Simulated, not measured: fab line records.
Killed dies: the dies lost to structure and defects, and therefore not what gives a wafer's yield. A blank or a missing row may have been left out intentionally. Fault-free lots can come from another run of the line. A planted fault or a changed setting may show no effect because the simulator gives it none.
fab line records	flow sky130
record: lots: 12	wafers: 36	last_day: 50
route steps=708 shown VIA2@508 METAL3@533 PAD_OPEN@708
lots that met no fault: taken from a fault-free run of the same line
start_h: start of the lot's first displayed wafer, in hours after the record's first day	wait_h: hours from the lot's prior step to this one	" unchanged from the row above	L1.1+2: one row covering several wafers at once	- no value present, or no start provided	* or withheld: withheld	< > ~ a bound
route shown NAME@n: a module of which the file shows steps, and the number in the route of the first	usual: the fault-free wafers' mean and standard deviation	same: alike in all rows	chamber/n: place in a boat	sites: readings site by site	_std_site: standard deviation of those values	_edge_site: mean of outer sites minus mean of inner sites	radius_mm: how far each site lies from the wafer's centre	mask NAME#n: copy n	behind: the tool/chamber that last shaped the wafer	hold: cause of the lot's hold/its duration in hours/its outcome	device: transistor that didn't switch, given as n, p or np	end of line: tests run on the same wafers once the route is complete	where a step has no rows: the recipe by itself	killed: count of dies lost to structure and defects at first sort (not the wafer's yield)	map: a wafer's dies, x killed, . not, _ none there
set.NAME: setting as actually run; set.NAME@STEP: the setting as run at that earlier step	model.NAME: the simulator's own value behind a step, which no gauge read
a sample of lots followed through the steps of the route, with each step as a table and each wafer as a row
services: a tool's chamber out of use, with start hour (start_h, from the record's first day; less than 0 if before it), hours out, and reason
== steps ==
step: SKY_VIA2_THK_MEAS_01
recipe: reads: SiO2_of_VIA2_HDPCVD_00
usual: VIA2_HDPCVD_THK: 1193/14
lot.wafer	tool	chamber	start_h	wait_h	VIA2_HDPCVD_THK[nm]
L948.1	film_metro-04	-	814.28	0.1	1216
L948.4	"	-	"	"	1218
L948.6	"	-	"	"	1199
L949.3	film_metro-01	-	826.11	0.1	1183
L949.5	"	-	"	"	1204
L949.6	"	-	"	"	1204
L950.1	film_metro-02	-	835.18	0.1	1189
L950.2	"	-	"	"	1199
L950.4	"	-	"	"	1218
L951.1	film_metro-01	-	841.62	0.1	1170
L951.4	"	-	"	"	1183
L951.5	"	-	"	"	1192
L952.1	film_metro-01	-	856.66	0.1	1194
L952.2	"	-	"	"	1174
L952.6	"	-	"	"	1179
L953.1	film_metro-04	-	861.78	0.1	1201
L953.3	"	-	"	"	1203
L953.4	"	-	"	"	1212
L954.1	film_metro-04	-	863.65	0.1	1180
L954.5	"	-	"	"	1187
L954.6	"	-	"	"	1184
L956.1	film_metro-04	-	877.43	0.1	1167
L956.4	"	-	"	"	1208
L956.5	"	-	"	"	1181
L957.1	film_metro-02	-	887.29	0.1	1185
L957.3	"	-	"	"	1206
L957.6	"	-	"	"	1195
L964.4	film_metro-01	-	939.96	0.0	1191
L964.5	"	-	"	"	1194
L964.6	"	-	"	"	1203
L969.2	film_metro-01	-	970.44	0.1	1179
L969.3	"	-	"	"	1179
L969.4	"	-	"	"	1188
L970.3	film_metro-02	-	977.73	0.1	1210
L970.4	"	-	"	"	1209
L970.5	"	-	"	"	1209
step: SKY_VIA2_CMP_02
recipe: material: SiO2	down_force_psi: 4	platen_rpm: 60	pad_velocity_m_s: 0.94248
usual: edge_zone_pressure_frac: 1.000/0.0047	motor_current_A: 12.6/1.3
lot.wafer	tool	chamber	start_h	wait_h	edge_zone_pressure_frac	motor_current_A
L948.4	cmp-01	3	814.34	0.0	1.007	11.8
L948.1	"	2	"	"	0.998	14.3
L948.6	"	3	"	"	1.002	12.0
L949.3	cmp-01	2	826.30	0.2	0.990	15.5
L949.5	"	3	"	"	0.995	11.6
L949.6	"	0	"	"	0.999	13.5
L950.4	cmp-02	3	835.32	0.1	1.000	12.3
L950.2	"	0	"	"	1.006	11.1
L950.1	"	2	"	"	0.999	13.8
L951.1	cmp-02	3	841.68	0.1	1.001	12.0
L951.4	"	0	"	"	0.995	11.0
L951.5	"	0	"	"	0.992	11.1
L952.2	cmp-01	3	856.94	0.3	0.998	11.9
L952.1	"	0	"	"	1.010	12.8
L952.6	"	0	"	"	1.003	13.0
L953.4	cmp-01	3	861.89	0.1	0.993	12.2
L953.3	"	0	"	"	1.005	13.2
L953.1	"	1	"	"	0.999	11.6
L954.1	cmp-02	0	863.71	0.1	1.004	11.0
L954.5	"	0	"	"	1.003	10.8
L954.6	"	1	"	"	1.005	12.3
L956.1	cmp-02	2	877.49	0.1	1.004	13.4
L956.4	"	1	"	"	0.986	11.9
L956.5	"	3	"	"	1.004	12.5
L957.1	cmp-02	1	887.35	0.1	0.998	11.9
L957.3	"	2	"	"	0.998	14.2
L957.6	"	2	"	"	0.996	13.8
L964.4	cmp-02	2	940.13	0.2	1.005	14.1
L964.6	"	2	"	"	0.993	14.0
L964.5	"	3	"	"	0.997	12.0
L969.4	cmp-01	3	970.49	0.0	0.997	11.8
L969.2	"	1	"	"	1.002	11.6
L969.3	"	2	"	"	0.997	15.3
L970.3	cmp-01	1	977.77	0.0	0.987	11.8
L970.4	"	3	"	"	1.007	12.3
L970.5	"	1	"	"	0.999	11.8
step: SKY_VIA2_ETCH_15
recipe: target: SiO2	chemistry: C4F8/O2/Ar	target_depth_nm: 546	stop_on: TiN	mask_material: KrF-thick	source_w: 1500	bias_w: 1200	pressure_mtorr: 40	c4f8_flow_sccm: withheld	O2_flow_sccm: 6	Ar_flow_sccm: 300	time_s: 84
usual: oes_product_au: 0.939/0.005
lot.wafer	tool	chamber	start_h	wait_h	oes_product_au	rf_hours_counter_h
L948.1	rie_diel-02	0	841.37	0.0	0.931	12
L948.4	"	3	"	"	0.936	19
L948.6	"	2	"	"	0.939	-
L949.3	rie_diel-03	0	853.86	0.0	0.937	15
L949.5	"	1	"	"	0.949	-
L949.6	"	0	"	"	0.940	-
L950.1	rie_diel-03	0	862.63	0.0	0.934	15
L950.2	"	2	"	"	0.938	15
L950.4	"	3	"	"	0.941	12
L951.1	rie_diel-02	1	868.31	0.0	0.940	12
L951.4	"	0	"	"	0.939	13
L951.5	"	3	"	"	0.922	-
L952.1	rie_diel-02	1	882.88	0.0	0.942	12
L952.2	"	3	"	"	0.945	20
L952.6	"	1	"	"	0.943	-
L953.1	rie_diel-03	3	887.63	0.0	0.943	13
L953.3	"	1	"	"	0.942	8
L953.4	"	0	"	"	0.942	16
L954.1	rie_diel-04	1	889.72	0.0	0.936	18
L954.5	"	2	"	"	0.924	-
L954.6	"	1	"	"	0.941	-
L956.1	rie_diel-04	1	904.11	0.0	0.936	19
L956.4	"	3	"	"	0.939	17
L956.5	"	1	"	"	0.932	-
L957.1	rie_diel-02	3	913.41	0.0	0.952	21
L957.3	"	1	"	"	0.936	13
L957.6	"	0	"	"	0.932	-
L964.4	rie_diel-03	1	964.51	0.0	0.935	10
L964.5	"	1	"	"	0.897	-
L964.6	"	0	"	"	0.886	-
L969.2	rie_diel-02	0	995.23	0.0	0.939	17
L969.3	"	1	"	"	0.933	15
L969.4	"	2	"	"	0.945	13
L970.3	rie_diel-03	3	1002.03	0.0	0.943	16
L970.4	"	2	"	"	0.939	19
L970.5	"	0	"	"	0.941	-
step: SKY_METAL3_SPUTTER_01
recipe: material: TiN	target_thk_nm: 20	power_w: 6500	time_s: 16.7	chamber_pressure_pa: 0.4
usual: throttle_valve_pct: 30.4/0.91
lot.wafer	tool	chamber	start_h	wait_h	throttle_valve_pct
L948.1	pvd_sputter-02	-	842.72	0.0	29.5
L948.4	"	-	"	"	29.5
L948.6	"	-	"	"	29.3
L949.3	pvd_sputter-01	-	855.90	0.0	29.5
L949.5	"	-	"	"	30.0
L949.6	"	-	"	"	31.5
L950.1	pvd_sputter-01	-	864.03	0.0	29.5
L950.2	"	-	"	"	31.5
L950.4	"	-	"	"	30.2
L951.1	pvd_sputter-04	-	870.30	0.0	30.2
L951.4	"	-	"	"	30.0
L951.5	"	-	"	"	30.0
L952.1	pvd_sputter-02	-	884.36	0.0	29.6
L952.2	"	-	"	"	32.1
L952.6	"	-	"	"	29.4
L953.1	pvd_sputter-04	-	889.04	0.0	32.1
L953.3	"	-	"	"	29.9
L953.4	"	-	"	"	30.7
L954.1	pvd_sputter-04	-	891.07	0.0	30.8
L954.5	"	-	"	"	30.7
L954.6	"	-	"	"	30.5
L956.1	pvd_sputter-02	-	905.46	0.0	29.5
L956.4	"	-	"	"	29.4
L956.5	"	-	"	"	29.5
L957.1	pvd_sputter-04	-	914.98	0.0	30.9
L957.3	"	-	"	"	30.0
L957.6	"	-	"	"	30.7
L964.4	pvd_sputter-02	-	965.87	0.0	29.1
L964.5	"	-	"	"	29.3
L964.6	"	-	"	"	31.9
L969.2	pvd_sputter-04	-	996.58	0.0	32.2
L969.3	"	-	"	"	30.6
L969.4	"	-	"	"	30.3
L970.3	pvd_sputter-01	-	1003.38	0.0	31.8
L970.4	"	-	"	"	30.3
L970.5	"	-	"	"	31.5
step: SKY_METAL3_SPUTTER_04
recipe: material: TiN	target_thk_nm: 70	power_w: 6500	time_s: 58.3	chamber_pressure_pa: 0.4
usual: throttle_valve_pct: 30.4/0.91
lot.wafer	tool	chamber	start_h	wait_h	throttle_valve_pct
L948.1	pvd_sputter-02	-	842.81	0.0	29.3
L948.4	"	-	"	"	29.9
L948.6	"	-	"	"	29.5
L949.3	pvd_sputter-01	-	855.98	0.0	29.7
L949.5	"	-	"	"	29.9
L949.6	"	-	"	"	31.6
L950.1	pvd_sputter-01	-	864.11	0.0	29.6
L950.2	"	-	"	"	31.7
L950.4	"	-	"	"	30.4
L951.1	pvd_sputter-04	-	870.38	0.0	30.0
L951.4	"	-	"	"	30.0
L951.5	"	-	"	"	30.3
L952.1	pvd_sputter-02	-	884.44	0.0	29.7
L952.2	"	-	"	"	32.0
L952.6	"	-	"	"	29.6
L953.1	pvd_sputter-04	-	889.12	0.0	31.9
L953.3	"	-	"	"	30.1
L953.4	"	-	"	"	30.6
L954.1	pvd_sputter-04	-	891.15	0.0	30.8
L954.5	"	-	"	"	31.0
L954.6	"	-	"	"	30.1
L956.1	pvd_sputter-02	-	905.54	0.0	29.8
L956.4	"	-	"	"	29.5
L956.5	"	-	"	"	29.2
L957.1	pvd_sputter-04	-	920.29	0.0	30.4
L957.3	"	-	"	"	30.0
L957.6	"	-	"	"	30.9
L964.4	pvd_sputter-02	-	965.97	0.0	29.1
L964.5	"	-	"	"	29.5
L964.6	"	-	"	"	32.0
L969.2	pvd_sputter-04	-	996.67	0.0	32.2
L969.3	"	-	"	"	31.1
L969.4	"	-	"	"	30.0
L970.3	pvd_sputter-01	-	1003.47	0.0	31.5
L970.4	"	-	"	"	30.1
L970.5	"	-	"	"	31.9
step: SKY_PAD_OPEN_PROBE_99
usual: defect_limited_yield: 82.6/1.8	killed_at_M0_to_M3: 43/6.4	killed_at_M4_up: 2.8/1.7	killed_at_contacts: 24/5.5	killed_at_front_end: 15/4	killed_at_other: 0.3/0.54	killed_dies: 86/9.1	killed_open: 47/6.6	killed_short: 39/6.2	sort_bin_3_pad_short: 0.9/0.45	sort_bin_5_function: 10.4/1.4	sort_bin_6_memory: 6.2/1.1	sort_n_pass: 406/9.1	sort_yield_pct: 82.6/1.8
same: gross_dies: 492	killed_at_back_side: 0	sort_bin_4_leakage[%]: 0	sort_bin_8_speed[%]: 0
lot.wafer	tool	chamber	start_h	wait_h	defect_limited_yield[%]	killed_at_M0_to_M3	killed_at_M4_up	killed_at_contacts	killed_at_front_end	killed_at_other	killed_dies	killed_open	killed_short	sort_bin_3_pad_short[%]	sort_bin_5_function[%]	sort_bin_6_memory[%]	sort_n_pass	sort_yield_pct[%]
L948.1	prober-01	-	1070.63	0.1	83.5	40	1	25	15	0	81	39	42	1.0	9.3	6.1	411	83.5
L948.4	prober-01	-	1070.78	0.2	83.5	31	1	26	22	1	81	47	34	0.4	11.8	4.3	411	83.5
L948.6	prober-01	-	1070.88	0.2	81.3	39	1	39	13	0	92	48	44	0.4	12.4	5.9	400	81.3
L949.3	prober-02	-	1081.65	0.2	82.9	34	2	29	19	0	84	45	39	1.0	10.2	5.9	408	82.9
L949.5	prober-02	-	1081.75	0.2	82.3	32	4	31	20	0	87	48	39	1.4	10.0	6.3	405	82.3
L949.6	prober-02	-	1081.80	0.2	81.7	43	0	20	26	1	90	48	42	0.4	11.6	6.3	402	81.7
L953.1	prober-01	-	1108.32	0.1	82.3	39	7	30	10	1	87	47	40	1.2	9.6	6.9	405	82.3
L953.3	prober-01	-	1108.42	0.2	83.7	45	5	21	9	0	80	47	33	0.8	8.3	7.1	412	83.7
L953.4	prober-01	-	1108.47	0.2	83.5	46	3	18	13	1	81	44	37	0.2	10.8	5.5	411	83.5
L956.1	prober-02	-	1123.64	0.1	83.7	32	4	26	18	0	80	39	41	1.0	9.8	5.5	412	83.7
L956.4	prober-02	-	1123.79	0.2	83.5	49	4	13	15	0	81	45	36	0.6	9.1	6.7	411	83.5
L956.5	prober-02	-	1123.84	0.2	83.1	51	2	17	13	0	83	46	37	0.2	11.2	5.5	409	83.1
L964.4	prober-02	-	1165.89	0.2	80.7	46	5	35	9	0	95	46	49	1.6	11.8	5.9	397	80.7
L964.5	prober-02	-	1165.94	0.2	79.5	59	6	24	12	0	101	56	45	2.0	11.4	7.1	391	79.5
L964.6	prober-02	-	1165.99	0.2	76.4	59	4	37	16	0	116	68	48	1.2	14.0	8.3	376	76.4
L969.2	prober-01	-	1186.90	0.1	82.7	45	3	19	18	0	85	52	33	0.8	11.0	5.5	407	82.7
L969.3	prober-01	-	1186.95	0.2	88.0	31	2	16	10	0	59	37	22	1.0	6.9	4.1	433	88.0
L969.4	prober-01	-	1187.00	0.2	80.9	57	5	17	15	0	94	52	42	0.6	10.4	8.1	398	80.9
L970.3	prober-02	-	1193.28	0.2	81.3	47	2	28	15	0	92	53	39	1.2	11.2	6.3	400	81.3
L970.4	prober-02	-	1193.33	0.2	82.7	42	5	23	15	0	85	41	44	0.8	10.2	6.3	407	82.7
L970.5	prober-02	-	1193.38	0.2	83.9	44	2	18	15	0	79	49	30	0.6	9.1	6.3	413	83.9
killed by level:class
L948.1 CONTACT:geometric_particle:open=10 VIA2:geometric_particle:open=8 CONTACT:geometric_particle:short=7 FIELD_ISO:geometric_particle:short=5 VIA2:geometric_particle:short=5 METAL2:geometric_particle:short=4 LOCAL_INTERCONNECT:geometric_particle:short=4 METAL1:geometric_particle:short=4
L948.4 VIA1:geometric_particle:open=13 CONTACT:geometric_particle:open=12 CONTACT:geometric_particle:short=7 POLY_GATE:geometric_particle:open=6 POLY_GATE:geometric_particle:short=5 FIELD_ISO:geometric_particle:open=4 METAL3:geometric_particle:short=4 FIELD_ISO:geometric_particle:short=3
L948.6 CONTACT:geometric_particle:open=14 LI_CONTACT:geometric_particle:open=11 CONTACT:geometric_particle:short=10 VIA1:geometric_particle:open=10 FIELD_ISO:geometric_particle:short=7 METAL2:geometric_particle:short=7 VIA1:geometric_particle:short=6 VIA3:geometric_particle:open=4
L949.3 CONTACT:geometric_particle:open=11 CONTACT:geometric_particle:short=7 VIA2:geometric_particle:open=6 FIELD_ISO:geometric_particle:short=5 METAL1:geometric_particle:short=5 VIA3:geometric_particle:open=5 FIELD_ISO:geometric_particle:open=4 LOCAL_INTERCONNECT:geometric_particle:short=4
L949.5 LI_CONTACT:geometric_particle:open=10 CONTACT:geometric_particle:open=9 FIELD_ISO:geometric_particle:open=5 POLY_GATE:geometric_particle:open=5 POLY_GATE:geometric_particle:short=5 LI_CONTACT:geometric_particle:short=4 VIA1:geometric_particle:short=4 CONTACT:geometric_particle:short=4
L949.6 VIA1:geometric_particle:open=16 CONTACT:geometric_particle:open=11 FIELD_ISO:geometric_particle:short=8 METAL2:geometric_particle:short=6 POLY_GATE:geometric_particle:short=5 FIELD_ISO:geometric_particle:open=4 METAL1:geometric_particle:short=4 VIA1:geometric_particle:short=4
L953.1 LI_CONTACT:geometric_particle:open=11 CONTACT:geometric_particle:open=10 METAL1:geometric_particle:short=7 LI_CONTACT:geometric_particle:short=6 VIA1:geometric_particle:short=6 VIA1:geometric_particle:open=6 VIA3:geometric_particle:open=6 FIELD_ISO:geometric_particle:short=4
L953.3 VIA2:geometric_particle:open=10 VIA1:geometric_particle:open=8 VIA1:geometric_particle:short=7 VIA3:geometric_particle:open=6 LI_CONTACT:geometric_particle:open=5 LOCAL_INTERCONNECT:geometric_particle:open=4 LOCAL_INTERCONNECT:geometric_particle:short=4 CONTACT:geometric_particle:open=4
L953.4 VIA1:geometric_particle:open=16 CONTACT:geometric_particle:open=7 VIA1:geometric_particle:short=7 FIELD_ISO:geometric_particle:open=5 METAL1:geometric_particle:short=5 METAL2:geometric_particle:short=5 LI_CONTACT:geometric_particle:open=4 CONTACT:geometric_particle:short=4
L956.1 CONTACT:geometric_particle:open=11 LI_CONTACT:geometric_particle:open=7 VIA1:geometric_particle:open=7 VIA1:geometric_particle:short=6 POLY_GATE:geometric_particle:short=5 FIELD_ISO:geometric_particle:short=4 LOCAL_INTERCONNECT:geometric_particle:short=4 METAL2:geometric_particle:short=4
L956.4 VIA1:geometric_particle:open=14 VIA2:geometric_particle:open=7 VIA3:geometric_particle:open=6 LI_CONTACT:geometric_particle:open=6 METAL2:geometric_particle:short=6 FIELD_ISO:geometric_particle:short=5 FIELD_ISO:geometric_particle:open=5 VIA1:geometric_particle:short=5
L956.5 VIA1:geometric_particle:open=16 CONTACT:geometric_particle:open=9 METAL2:geometric_particle:short=6 VIA2:geometric_particle:open=5 FIELD_ISO:geometric_particle:open=4 POLY_GATE:geometric_particle:short=4 METAL1:geometric_particle:short=4 VIA1:geometric_particle:short=4
L964.4 LI_CONTACT:geometric_particle:open=11 CONTACT:geometric_particle:open=11 METAL2:geometric_particle:short=8 VIA3:geometric_particle:open=7 VIA1:geometric_particle:short=7 CONTACT:geometric_particle:short=6 METAL1:geometric_particle:short=6 VIA1:geometric_particle:open=6
L964.5 VIA1:geometric_particle:open=12 CONTACT:geometric_particle:open=10 VIA1:geometric_particle:short=9 VIA3:geometric_particle:open=8 VIA2:geometric_particle:open=8 CONTACT:geometric_particle:short=6 METAL1:geometric_particle:short=6 VIA2:geometric_particle:short=4
L964.6 CONTACT:geometric_particle:open=17 VIA1:geometric_particle:open=13 VIA2:geometric_particle:open=9 VIA3:geometric_particle:open=7 VIA3:geometric_particle:short=6 LOCAL_INTERCONNECT:geometric_particle:short=6 CONTACT:geometric_particle:short=6 METAL1:geometric_particle:short=5
L969.2 VIA1:geometric_particle:open=11 CONTACT:geometric_particle:open=10 METAL2:geometric_particle:short=9 FIELD_ISO:geometric_particle:open=8 POLY_GATE:geometric_particle:open=6 LI_CONTACT:geometric_particle:open=5 METAL1:geometric_particle:short=5 VIA1:geometric_particle:short=5
L969.3 VIA1:geometric_particle:open=9 LI_CONTACT:geometric_particle:open=6 CONTACT:geometric_particle:open=6 VIA1:geometric_particle:short=5 VIA2:geometric_particle:open=5 FIELD_ISO:geometric_particle:open=4 VIA2:geometric_particle:short=4 METAL2:geometric_particle:short=4
L969.4 VIA1:geometric_particle:open=12 VIA3:geometric_particle:open=10 VIA2:geometric_particle:open=7 VIA2:geometric_particle:short=7 METAL3:geometric_particle:short=6 POLY_GATE:geometric_particle:open=6 CONTACT:geometric_particle:short=6 CONTACT:geometric_particle:open=6
L970.3 VIA1:geometric_particle:open=14 CONTACT:geometric_particle:open=10 CONTACT:geometric_particle:short=8 METAL3:geometric_particle:short=6 FIELD_ISO:geometric_particle:short=5 LI_CONTACT:geometric_particle:open=5 VIA2:geometric_particle:open=5 FIELD_ISO:geometric_particle:open=4
L970.4 VIA1:geometric_particle:open=11 CONTACT:geometric_particle:open=10 VIA3:geometric_particle:open=7 METAL1:geometric_particle:short=5 CONTACT:geometric_particle:short=5 METAL3:geometric_particle:short=5 METAL4:geometric_particle:short=5 FIELD_ISO:geometric_particle:open=4
L970.5 VIA1:geometric_particle:open=12 CONTACT:geometric_particle:open=9 VIA3:geometric_particle:open=7 METAL2:geometric_particle:short=6 FIELD_ISO:geometric_particle:open=5 POLY_GATE:geometric_particle:open=5 VIA1:geometric_particle:short=5 VIA3:geometric_particle:short=4
== services ==
tool	chamber	start_h	hours	kind
cmp-01	-	801.21	0.7	repair
cmp-02	-	801.94	3.8	pm
cmp-02	-	808.34	0.3	repair
cmp-01	-	836.15	2.3	repair
cmp-02	-	856.34	0.8	repair
pvd_sputter-01	-	877.67	0.8	repair
cmp-02	-	879.96	1.3	repair
cmp-01	-	881.02	5.1	repair
cmp-02	-	890.57	10.9	pm
rie_diel-04	-	902.22	1.0	repair
cmp-01	-	912.30	4.0	pm
cmp-01	-	918.90	8.5	repair
pvd_sputter-01	-	919.69	3.4	repair
cmp-02	-	927.13	1.0	repair
cmp-01	-	932.15	14.6	pm
rie_diel-04	3	940.13	7.7	repair
rie_diel-02	1	943.55	3.6	repair
pvd_sputter-01	-	956.24	1.9	repair
pvd_sputter-04	-	970.30	1.8	repair
rie_diel-03	-	978.67	0.2	repair
pvd_sputter-01	-	980.33	1.0	repair
rie_diel-02	1	980.99	6.6	repair
rie_diel-02	2	982.55	4.3	repair
pvd_sputter-02	-	994.26	3.7	repair
== key ==
first_sign: step: SKY_VIA2_ETCH_15	reading: oes_product_au	direction: down	sigmas: 9.5	usual: 0.939	struck: 0.891
effect none on later readings
met_at SKY_VIA2_CMP_02
struck_lots L964
struck_wafers L964.5,L964.6
not_acting_at SKY_VIA2_THK_MEAS_01,SKY_METAL3_SPUTTER_01,SKY_METAL3_SPUTTER_04
onset_between 887.35 940.13
fault: kind: process_parameter_drift	tool: cmp-02	chamber: -	onset_h: 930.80	steps: SKY_VIA2_CMP_02	channel: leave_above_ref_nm	offset: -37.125	shape: step	end_h: 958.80	scope: struck_wafers_only	acts_in: these_recipes_only	stated: 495
